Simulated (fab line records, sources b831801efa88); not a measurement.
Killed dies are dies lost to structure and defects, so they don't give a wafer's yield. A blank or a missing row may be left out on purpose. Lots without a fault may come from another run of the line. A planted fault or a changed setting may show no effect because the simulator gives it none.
Which tool did it? | flow sky130 | 12 lots, 36 wafers sampled, at 3 steps of a route of 708

WHAT THE GAUGES READ, wafer by wafer
The record holds no reading of a measuring or inspecting step that can be judged against a usual standard deviation.

WHICH TOOL RAN EACH LOT (tool, then ch and the chambers of the sampled wafers, then the start)
lot  | SKY_CAPM_METAL_ETCH_13            | SKY_CAPM_STRIP_14                    | SKY_METAL3_ETCH_17
L807 | rie_metal-01 ch 0,1, day 37 21:05 | plasma_asher-01 ch 0,1, day 37 21:09 | rie_diel-02 ch 0,2,3, day 38 23:13
L809 | rie_metal-01 ch 0,1, day 38 19:25 | plasma_asher-02 ch 0,1, day 38 19:30 | rie_diel-04 ch 0,1, day 39 21:29
L810 | rie_metal-01 ch 0,1, day 39 03:35 | plasma_asher-03 ch 0,1, day 39 03:40 | rie_diel-04 ch 0,2,3, day 40 04:46
L812 | rie_metal-04 ch 0,1, day 39 12:00 | plasma_asher-03 ch 0,1, day 39 12:05 | rie_diel-04 ch 1,2,3, day 40 13:25
L816 | rie_metal-01 ch 0,1, day 40 17:56 | plasma_asher-02 ch 0,1, day 40 18:00 | rie_diel-02 ch 0,1,2, day 41 19:16
L817 | rie_metal-03 ch 0,1, day 41 02:32 | plasma_asher-01 ch 0,1, day 41 02:36 | rie_diel-04 ch 0,1,3, day 42 03:35
L819 | rie_metal-01 ch 0,1, day 41 09:26 | plasma_asher-01 ch 0,1, day 41 09:31 | rie_diel-03 ch 0,2,3, day 42 09:50
L824 | rie_metal-03 ch 0,1, day 43 03:38 | plasma_asher-01 ch 0,1, day 43 03:42 | rie_diel-03 ch 0,1,2, day 44 03:42
L826 | rie_metal-03 ch 0,1, day 43 14:43 | plasma_asher-02 ch 0,1, day 43 14:48 | rie_diel-04 ch 0,1,2, day 44 14:15
L827 | rie_metal-01 ch 1, day 43 21:40   | plasma_asher-01 ch 0, day 43 21:45   | rie_diel-04 ch 0,1,3, day 44 21:18
L828 | rie_metal-01 ch 0,1, day 44 00:24 | plasma_asher-01 ch 0,1, day 44 00:29 | rie_diel-02 ch 1,2,3, day 45 00:02
L829 | rie_metal-04 ch 0,1, day 44 05:33 | plasma_asher-02 ch 0,1, day 44 05:38 | rie_diel-03 ch 1,2,3, day 45 04:53
- SKY_CAPM_METAL_ETCH_13: etches TiN in Cl2/BCl3, stops on SiO2, target depth 220 nm, time 62.9 s.
- SKY_CAPM_STRIP_14: strips in O2/N2.
- SKY_METAL3_ETCH_17: etches SiO2 in C4F8/O2/Ar, stops on TiN, time 3.9 s, target depth 15 nm.

WHAT THE TOOLS THEMSELVES READ (means of the sampled wafers that have a number; where no wafer has one, the mark that the record gives instead)
SKY_CAPM_METAL_ETCH_13.
lot  | tool         | drypump_motor_current_A (A) | mfc_cl2_sccm (sccm) | oes_product_au (a.u.) | rf_fwd_power_W (W) | run_length_s (s) | throttle_valve_pct (%)
L807 | rie_metal-01 | 5.3                         | 60.06               | 0.946                 | 893.0              | 91.4             | 21.898
L809 | rie_metal-01 | 5.3                         | 59.93               | 0.946                 | 896.2              | 91.1             | 21.906
L810 | rie_metal-01 | 5.4                         | 60.10               | 0.944                 | 893.8              | 91.3             | 21.901
L812 | rie_metal-04 | 5.6                         | 60.01               | 0.942                 | 892.3              | 91.4             | 21.894
L816 | rie_metal-01 | 5.5                         | 59.99               | 0.924                 | 894.3              | 93.8             | 21.907
L817 | rie_metal-03 | 5.4                         | 59.88               | 0.951                 | 890.5              | 90.9             | 21.888
L819 | rie_metal-01 | 5.4                         | 60.14               | 0.911                 | 893.4              | 93.8             | 21.924
L824 | rie_metal-03 | 5.1                         | 60.02               | 0.944                 | 891.9              | 91.3             | 21.898
L826 | rie_metal-03 | 5.1                         | 59.94               | 0.945                 | 896.4              | 91.4             | 21.897
L827 | rie_metal-01 | 5.7                         | 60.06               | 0.942                 | 890.7              | 91.1             | 21.909
L828 | rie_metal-01 | 5.3                         | 59.92               | 0.942                 | 896.0              | 91.2             | 21.902
L829 | rie_metal-04 | 5.6                         | 60.19               | 0.948                 | 890.9              | 91.1             | 21.897

SKY_CAPM_STRIP_14.
lot  | tool            | drypump_motor_current_A (A) | oes_product_au (a.u.) | strip_time_to_endpoint_s (s)
L807 | plasma_asher-01 | 5.3                         | 0.710                 | 12.60
L809 | plasma_asher-02 | 5.6                         | 0.709                 | 12.66
L810 | plasma_asher-03 | 6.4                         | 0.712                 | 12.67
L812 | plasma_asher-03 | 6.0                         | 0.712                 | 12.60
L816 | plasma_asher-02 | 5.6                         | 0.708                 | 12.52
L817 | plasma_asher-01 | 5.4                         | 0.717                 | 12.58
L819 | plasma_asher-01 | 5.3                         | 0.711                 | 12.48
L824 | plasma_asher-01 | 5.4                         | 0.707                 | 12.70
L826 | plasma_asher-02 | 5.6                         | 0.708                 | 12.77
L827 | plasma_asher-01 | 5.3                         | 0.712                 | 12.63
L828 | plasma_asher-01 | 5.3                         | 0.712                 | 12.68
L829 | plasma_asher-02 | 5.6                         | 0.710                 | 12.62

SKY_METAL3_ETCH_17.
lot  | tool        | oes_product_au (a.u.) | rf_fwd_power_W (W)
L807 | rie_diel-02 | 0.752                 | 1466
L809 | rie_diel-04 | 0.755                 | 1465
L810 | rie_diel-04 | 0.754                 | 1468
L812 | rie_diel-04 | 0.750                 | 1476
L816 | rie_diel-02 | 0.733                 | 1470
L817 | rie_diel-04 | 0.762                 | 1464
L819 | rie_diel-03 | 0.730                 | 1463
L824 | rie_diel-03 | 0.751                 | 1466
L826 | rie_diel-04 | 0.742                 | 1471
L827 | rie_diel-04 | 0.754                 | 1462
L828 | rie_diel-02 | 0.766                 | 1464
L829 | rie_diel-03 | 0.748                 | 1459

THE ANSWER, worked out from the rows above alone
Rule: what is usual is taken from the lots themselves. Put in order of their means at a reading, lots are off if they are a third of the lots or fewer, leave a main group of 4 or more, and stand apart from it by a gap of 3 or more times the standard deviation of the main group's means; of several such gaps the widest counts. A main group whose means are all the same, to the digits that the tables above print for the reading, isn't used. A lot without any number at a reading at which 4 lots or more have one is off too. The other lots that the step has rows for count as sound. The gauges are gone through in route order, then the tools' own readings, and for those a lot's mean is taken as printed above. The first step at which some lot is off is used, and at that step the reading that is off furthest; a lot without a number counts as furthest.
Off: L816, L819, at SKY_CAPM_METAL_ETCH_13 (run_length_s). The main group: mean 91.2 s, standard deviation 0.16.
A tool fits if, at that step or a process step before it, it ran every lot that is off, and no sound lot after the first of them. None of those tried fits.

WHAT THE SIMULATOR HAD PUT IN
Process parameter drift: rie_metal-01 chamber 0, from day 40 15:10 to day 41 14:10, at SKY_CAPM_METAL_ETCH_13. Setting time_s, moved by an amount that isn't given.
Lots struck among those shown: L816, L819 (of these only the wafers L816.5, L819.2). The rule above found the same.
